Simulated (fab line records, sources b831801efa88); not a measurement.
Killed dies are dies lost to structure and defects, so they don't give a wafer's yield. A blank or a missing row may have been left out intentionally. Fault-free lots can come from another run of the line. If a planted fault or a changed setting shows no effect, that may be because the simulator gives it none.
2 desks looking at one fault :: flow sfq_line :: what lay behind the numbers comes last; until then each desk has only its own

## AT THE METROLOGY DESK
Means of the sampled wafers that have a number, per lot and without regard to the tool the lot ran on: this is what the gauges read. Marked OUT: a lot whose mean sits more than 4 standard deviations from the usual mean, which makes it out of limits; the brackets give that distance.
Columns: A = M7_OVL at SFQ_M7_OVL_MEAS_945, usual -2 nm
lot: L375
first seen here: day 73 05:13
A: -4

lot: L376
first seen here: day 73 07:37
A: -5

lot: L377
first seen here: day 73 18:25
A: -3

lot: L378
first seen here: day 73 20:57
A: 5

lot: L381
first seen here: day 74 06:33
A: 6

lot: L382
first seen here: day 76 05:32
A: -6

lot: L383
first seen here: day 76 10:05
A: -1

lot: L385
first seen here: day 76 16:51
A: -6

lot: L386
first seen here: day 81 14:31
A: -5

lot: L387
first seen here: day 81 16:58
A: 0

lot: L396
first seen here: day 87 09:14
A: -7

lot: L397
first seen here: day 87 17:38
A: 2

lot: L398
first seen here: day 87 20:02
A: -3
This desk found nothing out of limits on any of the 13 lots.

## TOOL OWNER'S DESK, litho_track-01
The tool's own readings at SFQ_TRILAYER_JJ_CE_LITHO_COAT_114 (resist thk 600 nm): means of the sampled wafers that have a number, for each lot that ran on this tool. Marked OUT: a lot whose mean sits more than 4 standard deviations from the usual mean, which makes it out of limits; the brackets give that distance.
Columns: A = chill_plate_temp_C at SFQ_TRILAYER_JJ_CE_LITHO_COAT_114, usual 23.01 C; B = spin_speed_rpm at SFQ_TRILAYER_JJ_CE_LITHO_COAT_114, usual 2999.9 rpm
lot: L375
first seen here: day 37 05:17
A: 23.07
B: 2999.6

lot: L377
first seen here: day 43 13:02
A: 23.05
B: 3002.6

lot: L383
first seen here: day 52 18:46
A: 23.12
B: 2997.6

lot: L385
first seen here: day 53 10:19
A: 22.95
B: 3000.7

lot: L386
first seen here: day 53 18:49
A: 23.07
B: 2998.8

lot: L387
first seen here: day 53 19:58
A: 23.00
B: 3003.0
This desk found nothing out of limits on any of the 6 lots.

## ALL TOGETHER
Nothing out of limits was seen by the metrology desk.
The desk of the tool owner found nothing out of limits.

## WHAT WAS PUT IN BY THE SIMULATOR
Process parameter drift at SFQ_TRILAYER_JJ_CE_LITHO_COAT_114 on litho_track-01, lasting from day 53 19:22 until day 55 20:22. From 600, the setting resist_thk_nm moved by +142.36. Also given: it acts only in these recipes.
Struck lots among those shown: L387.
